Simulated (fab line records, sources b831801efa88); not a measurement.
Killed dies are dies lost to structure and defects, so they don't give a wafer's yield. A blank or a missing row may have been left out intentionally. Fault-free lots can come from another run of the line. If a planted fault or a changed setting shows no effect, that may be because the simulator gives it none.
fab line records + flow sky130
record
- lots=12
- wafers=36
- last-day=50
route steps=708 shown RES_XHIGH@340 SD_N@350 LI_CONTACT@375 LOCAL_INTERCONNECT@395 PAD_OPEN@708
lots that met no fault: from a run of the same line without faults
start-h: hours from the record's first day to the start of the lot's first wafer shown + wait-h: how many hours have passed since the lot's step before this one + " unchanged from the row above + L1.1+2: several wafers, shown together as one row + - either no value or no given start + * or withheld: withheld + < > ~ a bound
route shown NAME@n: a module of which the file shows steps, and the number in the route of the first + usual: mean and standard deviation over wafers with no fault + same: alike in all rows + chamber/n: place in a boat + sites: each site's reading + _std_site: how widely they spread, as a standard deviation + _edge_site: the outer-site mean with the inner-site mean subtracted + radius-mm: for every site, how far away it sits from the centre of the wafer + mask NAME#n: copy n + behind: tool/chamber where the wafer was last shaped + hold: why the lot went on hold/how many hours it stayed there/how the hold came to an end + device: the n, p or np transistor that did not switch + end of line: tests run on the same wafers once the route is complete + for a step that has no rows: nothing shown but its recipe + killed: dies that structure and defects cost at the first sort, which is not the same as the wafer's yield + map: dies across one wafer; x = killed, . = not, _ = none there
set.NAME: the setting as run; set.NAME@STEP: as run at that earlier step + model.NAME: the simulator's own value behind a step, which no gauge read
steps of the route over a sample of lots; a table a step, a row a wafer
services: a tool's chamber out of use, with start hour (start-h, from the record's first day; less than 0 if before it), hours out, and reason
## steps
# step SKY_RES_XHIGH_STRIP_08
# recipe
- chemistry=O2/N2
- power-w=1400
- pressure-mtorr=1500
- platen-temp-c=withheld
- o2-flow-sccm=3000
- n2-flow-sccm=300
- overash-fraction=0.5
# usual
- drypump-motor-current-A=6.08/0.26
- oes-product-au=0.711/0.0047
- strip-time-to-endpoint-s=14.26/0.036
| lot.wafer | tool            | chamber | start-h | wait-h | drypump-motor-current-A | oes-product-au | rf-hours-counter-h | strip-time-to-endpoint-s |
|-----------|-----------------|---------|---------|--------|-------------------------|----------------|--------------------|--------------------------|
| L475.1    | plasma-asher-03 | 1       | 610.30  | 0.1    | 6.18                    | 0.712          | 19                 | 14.28                    |
| L475.3    | "               | 1       | "       | "      | 6.17                    | 0.705          | -                  | 14.29                    |
| L475.4    | "               | 0       | "       | "      | 5.89                    | 0.713          | -                  | 14.31                    |
| L476.1    | plasma-asher-03 | 1       | 615.25  | 0.1    | 6.20                    | 0.711          | 19                 | 14.28                    |
| L476.3    | "               | 1       | "       | "      | 6.18                    | 0.710          | -                  | 14.25                    |
| L476.4    | "               | 0       | "       | "      | 5.91                    | 0.702          | -                  | 14.30                    |
| L478.1    | plasma-asher-01 | 1       | 637.73  | 0.1    | 6.26                    | 0.711          | 85                 | 14.26                    |
| L478.5    | "               | 0       | "       | "      | 6.43                    | 0.708          | -                  | 14.26                    |
| L478.6    | "               | 1       | "       | "      | 6.30                    | 0.720          | -                  | 14.28                    |
| L479.1    | plasma-asher-01 | 0       | 656.43  | 0.1    | 6.45                    | 0.716          | 87                 | 14.34                    |
| L479.4    | "               | 1       | "       | "      | 6.29                    | 0.714          | -                  | 14.27                    |
| L479.5    | "               | 1       | "       | "      | 6.32                    | 0.718          | -                  | 14.31                    |
| L483.1    | plasma-asher-03 | 1       | 682.68  | 0.1    | 6.14                    | 0.709          | 28                 | 14.21                    |
| L483.3    | "               | 1       | "       | "      | 6.13                    | 0.712          | -                  | 14.25                    |
| L483.6    | "               | 0       | "       | "      | 5.89                    | 0.708          | -                  | 14.25                    |
| L484.1    | plasma-asher-03 | 1       | 694.85  | 0.1    | 6.20                    | 0.710          | 29                 | 14.25                    |
| L484.2    | "               | 0       | "       | "      | 5.89                    | 0.714          | 29                 | 14.30                    |
| L484.6    | "               | 0       | "       | "      | 5.90                    | 0.710          | -                  | 14.32                    |
| L488.1    | plasma-asher-04 | 0       | 723.20  | 0.1    | 5.95                    | 0.713          | 105                | 14.28                    |
| L488.2    | "               | 1       | "       | "      | 5.55                    | 0.710          | 105                | 14.34                    |
| L488.6    | "               | 1       | "       | "      | 5.54                    | 0.706          | -                  | 14.27                    |
| L490.1    | plasma-asher-03 | 1       | 736.48  | 0.1    | 6.17                    | 0.717          | 35                 | 14.30                    |
| L490.2    | "               | 0       | "       | "      | 5.92                    | 0.712          | 35                 | 14.28                    |
| L490.6    | "               | 0       | "       | "      | 5.91                    | 0.711          | -                  | 14.35                    |
| L492.3    | plasma-asher-01 | 1       | 759.22  | 0.1    | 6.28                    | 0.715          | -                  | 14.27                    |
| L492.4    | "               | 0       | "       | "      | 6.43                    | 0.713          | -                  | 14.27                    |
| L492.5    | "               | 0       | "       | "      | 6.45                    | 0.706          | -                  | 14.25                    |
| L493.2    | plasma-asher-03 | 1       | 778.89  | 0.1    | 6.19                    | 0.713          | 40                 | 14.30                    |
| L493.3    | "               | 1       | "       | "      | 6.18                    | 0.710          | -                  | 14.22                    |
| L493.5    | "               | 0       | "       | "      | 5.89                    | 0.714          | -                  | 14.20                    |
| L495.2    | plasma-asher-01 | 1       | 783.60  | 0.1    | 6.26                    | 0.723          | 90                 | 14.14                    |
| L495.4    | "               | 1       | "       | "      | 6.29                    | 0.706          | -                  | 14.22                    |
| L495.6    | "               | 1       | "       | "      | 6.28                    | 0.711          | -                  | 14.23                    |
| L497.1    | plasma-asher-01 | 1       | 786.90  | 0.1    | 6.31                    | 0.703          | 90                 | 14.23                    |
| L497.4    | "               | 1       | "       | "      | 6.33                    | 0.718          | -                  | 14.23                    |
| L497.5    | "               | 0       | "       | "      | 6.42                    | 0.709          | -                  | 14.25                    |
# step SKY_SD_N_OVL_MEAS_08
# usual
- SD_N_OVL=0.0/1.3
| lot.wafer | tool       | chamber | start-h | wait-h | SD_N_OVL[nm] |
|-----------|------------|---------|---------|--------|--------------|
| L475.1    | overlay-02 | -       | 639.77  | 0.1    | 0.3          |
| L475.3    | "          | -       | "       | "      | 0.3          |
| L475.4    | "          | -       | "       | "      | 0.2          |
| L476.1    | overlay-01 | -       | 644.35  | 0.1    | 1.5          |
| L476.3    | "          | -       | "       | "      | 0.1          |
| L476.4    | "          | -       | "       | "      | 1.8          |
| L478.1    | overlay-02 | -       | 666.22  | 0.1    | -1.0         |
| L478.5    | "          | -       | "       | "      | -0.6         |
| L478.6    | "          | -       | "       | "      | -1.4         |
| L479.1    | overlay-01 | -       | 685.25  | 0.1    | 1.1          |
| L479.4    | "          | -       | "       | "      | 0.9          |
| L479.5    | "          | -       | "       | "      | 2.0          |
| L483.1    | overlay-02 | -       | 710.72  | 0.1    | -1.2         |
| L483.3    | "          | -       | "       | "      | 0.5          |
| L483.6    | "          | -       | "       | "      | -0.1         |
| L484.1    | overlay-01 | -       | 721.65  | 0.1    | 0.2          |
| L484.2    | "          | -       | "       | "      | 2.5          |
| L484.6    | "          | -       | "       | "      | 1.6          |
| L488.1    | overlay-01 | -       | 749.82  | 0.1    | -0.8         |
| L488.2    | "          | -       | "       | "      | 0.0          |
| L488.6    | "          | -       | "       | "      | 0.0          |
| L490.1    | overlay-02 | -       | 762.62  | 0.1    | -1.1         |
| L490.2    | "          | -       | "       | "      | 0.0          |
| L490.6    | "          | -       | "       | "      | -2.3         |
| L492.3    | overlay-02 | -       | 785.62  | 0.1    | -1.5         |
| L492.4    | "          | -       | "       | "      | -1.0         |
| L492.5    | "          | -       | "       | "      | -0.2         |
| L493.2    | overlay-01 | -       | 805.28  | 0.1    | 0.5          |
| L493.3    | "          | -       | "       | "      | 0.6          |
| L493.5    | "          | -       | "       | "      | 1.7          |
| L495.2    | overlay-01 | -       | 809.73  | 0.1    | 0.4          |
| L495.4    | "          | -       | "       | "      | 0.4          |
| L495.6    | "          | -       | "       | "      | 0.3          |
| L497.1    | overlay-02 | -       | 812.92  | 0.1    | -0.3         |
| L497.4    | "          | -       | "       | "      | -1.3         |
| L497.5    | "          | -       | "       | "      | -0.1         |
# step SKY_LI_CONTACT_OVL_MEAS_13
# usual
- LI_CONTACT_OVL=-3/6.4
| lot.wafer | tool       | chamber | start-h | wait-h | LI_CONTACT_OVL[nm] |
|-----------|------------|---------|---------|--------|--------------------|
| L475.1    | overlay-01 | -       | 670.55  | 0.1    | -8                 |
| L475.3    | "          | -       | "       | "      | -8                 |
| L475.4    | "          | -       | "       | "      | -8                 |
| L476.1    | overlay-01 | -       | 674.80  | 0.1    | -1                 |
| L476.3    | "          | -       | "       | "      | -7                 |
| L476.4    | "          | -       | "       | "      | -6                 |
| L478.1    | overlay-02 | -       | 696.35  | 0.1    | 9                  |
| L478.5    | "          | -       | "       | "      | 7                  |
| L478.6    | "          | -       | "       | "      | 10                 |
| L479.1    | overlay-02 | -       | 714.52  | 0.1    | 5                  |
| L479.4    | "          | -       | "       | "      | -5                 |
| L479.5    | "          | -       | "       | "      | -6                 |
| L483.1    | overlay-02 | -       | 736.77  | 0.1    | -7                 |
| L483.3    | "          | -       | "       | "      | -4                 |
| L483.6    | "          | -       | "       | "      | -3                 |
| L484.1    | overlay-01 | -       | 750.05  | 0.1    | -12                |
| L484.2    | "          | -       | "       | "      | -10                |
| L484.6    | "          | -       | "       | "      | -10                |
| L488.1    | overlay-01 | -       | 778.30  | 0.1    | 2                  |
| L488.2    | "          | -       | "       | "      | -4                 |
| L488.6    | "          | -       | "       | "      | -6                 |
| L490.1    | overlay-02 | -       | 791.62  | 0.1    | -10                |
| L490.2    | "          | -       | "       | "      | -12                |
| L490.6    | "          | -       | "       | "      | -11                |
| L492.3    | overlay-01 | -       | 812.96  | 0.1    | 1                  |
| L492.4    | "          | -       | "       | "      | -4                 |
| L492.5    | "          | -       | "       | "      | 3                  |
| L493.2    | overlay-01 | -       | 832.61  | 0.1    | 3                  |
| L493.3    | "          | -       | "       | "      | 9                  |
| L493.5    | "          | -       | "       | "      | 1                  |
| L495.2    | overlay-02 | -       | 836.91  | 0.1    | -10                |
| L495.4    | "          | -       | "       | "      | -15                |
| L495.6    | "          | -       | "       | "      | -7                 |
| L497.1    | overlay-02 | -       | 841.20  | 0.1    | -6                 |
| L497.4    | "          | -       | "       | "      | -3                 |
| L497.5    | "          | -       | "       | "      | -8                 |
# step SKY_LOCAL_INTERCONNECT_EXPOSE_08
# recipe
- mask-id=LI1M
- na=0.8
- source-shape=annular
- sigma-inner=0.55
- sigma-outer=0.85
- target-cd-nm=170
- dose-mj=28
# usual
- reticle-temp-C=23.00/0.1
| lot.wafer | tool           | chamber | start-h | wait-h | mask   | reticle-temp-C |
|-----------|----------------|---------|---------|--------|--------|----------------|
| L475.1    | krf-scanner-01 | 0       | 686.63  | -      | LI1M#0 | 22.98          |
| L475.3    | "              | 0       | "       | "      | LI1M#0 | 22.76          |
| L475.4    | "              | 0       | "       | "      | LI1M#0 | 22.82          |
| L476.1    | krf-scanner-01 | 0       | 690.85  | -      | LI1M#0 | 22.99          |
| L476.3    | "              | 0       | "       | "      | LI1M#0 | 23.19          |
| L476.4    | "              | 0       | "       | "      | LI1M#0 | 23.06          |
| L478.1    | krf-scanner-02 | 0       | 714.09  | -      | LI1M#0 | 23.11          |
| L478.5    | "              | 0       | "       | "      | LI1M#0 | 23.06          |
| L478.6    | "              | 0       | "       | "      | LI1M#0 | 23.01          |
| L479.1    | krf-scanner-02 | 0       | 729.50  | -      | LI1M#0 | 23.02          |
| L479.4    | "              | 0       | "       | "      | LI1M#0 | 22.93          |
| L479.5    | "              | 0       | "       | "      | LI1M#0 | 23.01          |
| L483.1    | krf-scanner-01 | 0       | 753.03  | -      | LI1M#0 | 23.11          |
| L483.3    | "              | 0       | "       | "      | LI1M#0 | 23.08          |
| L483.6    | "              | 0       | "       | "      | LI1M#0 | 23.03          |
| L484.1    | krf-scanner-01 | 0       | 763.90  | -      | LI1M#0 | 23.10          |
| L484.2    | "              | 0       | "       | "      | LI1M#0 | 23.10          |
| L484.6    | "              | 0       | "       | "      | LI1M#0 | 23.17          |
| L488.1    | krf-scanner-02 | 0       | 792.50  | -      | LI1M#0 | 23.07          |
| L488.2    | "              | 0       | "       | "      | LI1M#0 | 23.16          |
| L488.6    | "              | 0       | "       | "      | LI1M#0 | 23.10          |
| L490.1    | krf-scanner-02 | 0       | 807.48  | -      | LI1M#0 | 23.15          |
| L490.2    | "              | 0       | "       | "      | LI1M#0 | 23.01          |
| L490.6    | "              | 0       | "       | "      | LI1M#0 | 23.02          |
| L492.3    | krf-scanner-02 | 0       | 826.94  | -      | LI1M#0 | 22.81          |
| L492.4    | "              | 0       | "       | "      | LI1M#0 | 22.89          |
| L492.5    | "              | 0       | "       | "      | LI1M#0 | 22.99          |
| L493.2    | krf-scanner-02 | 0       | 846.52  | -      | LI1M#0 | 22.90          |
| L493.3    | "              | 0       | "       | "      | LI1M#0 | 22.94          |
| L493.5    | "              | 0       | "       | "      | LI1M#0 | 22.84          |
| L495.2    | krf-scanner-01 | 0       | 850.93  | -      | LI1M#0 | 23.15          |
| L495.4    | "              | 0       | "       | "      | LI1M#0 | 23.04          |
| L495.6    | "              | 0       | "       | "      | LI1M#0 | 23.00          |
| L497.1    | krf-scanner-02 | 0       | 856.61  | -      | LI1M#0 | 22.87          |
| L497.4    | "              | 0       | "       | "      | LI1M#0 | 22.98          |
| L497.5    | "              | 0       | "       | "      | LI1M#0 | 23.07          |
# step SKY_LOCAL_INTERCONNECT_CD_MEAS_11
# recipe
- target-cd-nm=170
# usual
- cd-nm=170.0/1.7
| lot.wafer | tool      | chamber | start-h | wait-h | cd-nm |
|-----------|-----------|---------|---------|--------|-------|
| L475.1    | cd-sem-01 | -       | 700.00  | -      | 171.6 |
| L475.3    | "         | -       | "       | "      | 171.3 |
| L475.4    | "         | -       | "       | "      | 172.2 |
| L476.1    | cd-sem-01 | -       | 704.18  | -      | 168.6 |
| L476.3    | "         | -       | "       | "      | 168.3 |
| L476.4    | "         | -       | "       | "      | 168.3 |
| L478.1    | cd-sem-02 | -       | 727.38  | -      | 172.3 |
| L478.5    | "         | -       | "       | "      | 174.3 |
| L478.6    | "         | -       | "       | "      | 174.0 |
| L479.1    | cd-sem-02 | -       | 742.40  | -      | 168.2 |
| L479.4    | "         | -       | "       | "      | 168.0 |
| L479.5    | "         | -       | "       | "      | 168.9 |
| L483.1    | cd-sem-02 | -       | 764.63  | -      | 173.4 |
| L483.3    | "         | -       | "       | "      | 172.6 |
| L483.6    | "         | -       | "       | "      | 151.3 |
| L484.1    | cd-sem-02 | -       | 777.83  | -      | 169.1 |
| L484.2    | "         | -       | "       | "      | 170.1 |
| L484.6    | "         | -       | "       | "      | 149.0 |
| L488.1    | cd-sem-02 | -       | 806.45  | -      | 169.9 |
| L488.2    | "         | -       | "       | "      | 170.7 |
| L488.6    | "         | -       | "       | "      | 170.2 |
| L490.1    | cd-sem-01 | -       | 818.40  | -      | 170.7 |
| L490.2    | "         | -       | "       | "      | 171.2 |
| L490.6    | "         | -       | "       | "      | 170.1 |
| L492.3    | cd-sem-02 | -       | 840.09  | -      | 168.7 |
| L492.4    | "         | -       | "       | "      | 169.1 |
| L492.5    | "         | -       | "       | "      | 168.0 |
| L493.2    | cd-sem-01 | -       | 860.37  | -      | 168.5 |
| L493.3    | "         | -       | "       | "      | 168.6 |
| L493.5    | "         | -       | "       | "      | 169.0 |
| L495.2    | cd-sem-01 | -       | 864.27  | -      | 170.7 |
| L495.4    | "         | -       | "       | "      | 170.0 |
| L495.6    | "         | -       | "       | "      | 170.6 |
| L497.1    | cd-sem-02 | -       | 869.13  | -      | 169.6 |
| L497.4    | "         | -       | "       | "      | 170.9 |
| L497.5    | "         | -       | "       | "      | 169.3 |
# step SKY_PAD_OPEN_PROBE_99
# usual
- killed_at_M0_to_M3=44/7.8
- killed_at_M4_up=2.9/1.7
- killed-at-contacts=24/5.4
- killed-at-front-end=15/4.5
- killed-at-other=0.3/0.55
- killed-dies=87/10
- killed-open=48/7.4
- killed-short=39/5.9
# same
- gross-dies=492
- killed-at-back-side=0
| lot.wafer | tool      | chamber | start-h | wait-h | killed_at_M0_to_M3 | killed_at_M4_up | killed-at-contacts | killed-at-front-end | killed-at-other | killed-dies | killed-open | killed-short |
|-----------|-----------|---------|---------|--------|--------------------|-----------------|--------------------|---------------------|-----------------|-------------|-------------|--------------|
| L483.6    | prober-01 | -       | 1121.32 | 0.2    | 54                 | 3               | 36                 | 21                  | 2               | 116         | 55          | 53           |
| L484.6    | prober-01 | -       | 1127.45 | 0.2    | 48                 | 3               | 49                 | 21                  | 0               | 121         | 58          | 47           |
# killed by level:class
L483.6 VIA1:geometric-particle:open=11 CONTACT:geometric-particle:open=8 VIA3:geometric-particle:open=8 LOCAL_INTERCONNECT:area-expose=8 LI_CONTACT:geometric-particle:open=7 FIELD_ISO:geometric-particle:short=6 CONTACT:geometric-particle:short=6 METAL1:geometric-particle:short=6
L484.6 LOCAL_INTERCONNECT:area-expose=16 VIA1:geometric-particle:open=12 LI_CONTACT:geometric-particle:open=10 CONTACT:geometric-particle:open=9 LOCAL_INTERCONNECT:geometric-particle:short=8 FIELD_ISO:geometric-particle:short=7 VIA3:geometric-particle:open=7 METAL2:geometric-particle:short=6
## services
| tool            | chamber | start-h | hours | kind   |
|-----------------|---------|---------|-------|--------|
| krf-scanner-02  | -       | 588.48  | 4.0   | pm     |
| krf-scanner-02  | -       | 592.50  | 0.8   | pm     |
| krf-scanner-02  | -       | 593.25  | 1.3   | pm     |
| krf-scanner-02  | -       | 594.55  | 1.0   | pm     |
| krf-scanner-02  | -       | 600.02  | 4.4   | pm     |
| krf-scanner-01  | -       | 617.42  | 0.8   | pm     |
| plasma-asher-03 | -       | 624.55  | 2.8   | pm     |
| krf-scanner-01  | -       | 626.31  | 1.3   | pm     |
| plasma-asher-01 | -       | 661.37  | 94.9  | repair |
| plasma-asher-01 | -       | 661.64  | 0.7   | repair |
| krf-scanner-02  | -       | 687.71  | 0.8   | repair |
| krf-scanner-02  | -       | 691.46  | 21.0  | pm     |
| krf-scanner-01  | -       | 700.71  | 25.6  | repair |
| krf-scanner-01  | -       | 726.34  | 1.0   | pm     |
| krf-scanner-02  | -       | 727.34  | 0.8   | pm     |
| krf-scanner-01  | -       | 743.40  | 3.9   | repair |
| krf-scanner-02  | -       | 755.55  | 1.3   | pm     |
| krf-scanner-02  | -       | 763.13  | 1.0   | pm     |
| plasma-asher-03 | -       | 783.51  | 4.3   | pm     |
| krf-scanner-01  | -       | 786.22  | 0.8   | pm     |
| plasma-asher-03 | -       | 796.02  | 35.5  | repair |
| plasma-asher-03 | -       | 798.37  | 3.5   | repair |
| krf-scanner-01  | -       | 802.21  | 1.3   | pm     |
| plasma-asher-03 | -       | 831.99  | 4.6   | repair |
## key
first-sign
- step=SKY_LOCAL_INTERCONNECT_CD_MEAS_11
- reading=cd-nm
- direction=down
- sigmas=12
- usual=170.0
- struck=150.1
effect none on later readings
met-at SKY_LOCAL_INTERCONNECT_EXPOSE_08
struck-lots L483,L484
struck-wafers L483.6,L484.6
tester-left-out L483,L484
not-acting-at SKY_RES_XHIGH_STRIP_08,SKY_SD_N_OVL_MEAS_08,SKY_LI_CONTACT_OVL_MEAS_13
onset-between 690.85 753.03
fault
- kind=process-parameter-drift
- tool=krf-scanner-01
- chamber=-
- onset-h=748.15
- steps=SKY_LOCAL_INTERCONNECT_EXPOSE_08
- channel=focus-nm
- offset=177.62
- shape=step
- end-h=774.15
- scope=struck-wafers-only
# tester-left-out: of these lots the tester's yield and bins aren't shown, on N5 and GAA mostly nor the transistor test; their killed dies are dies lost to structure and defects alone, not to doping, threshold or leakage, so they don't give the yield
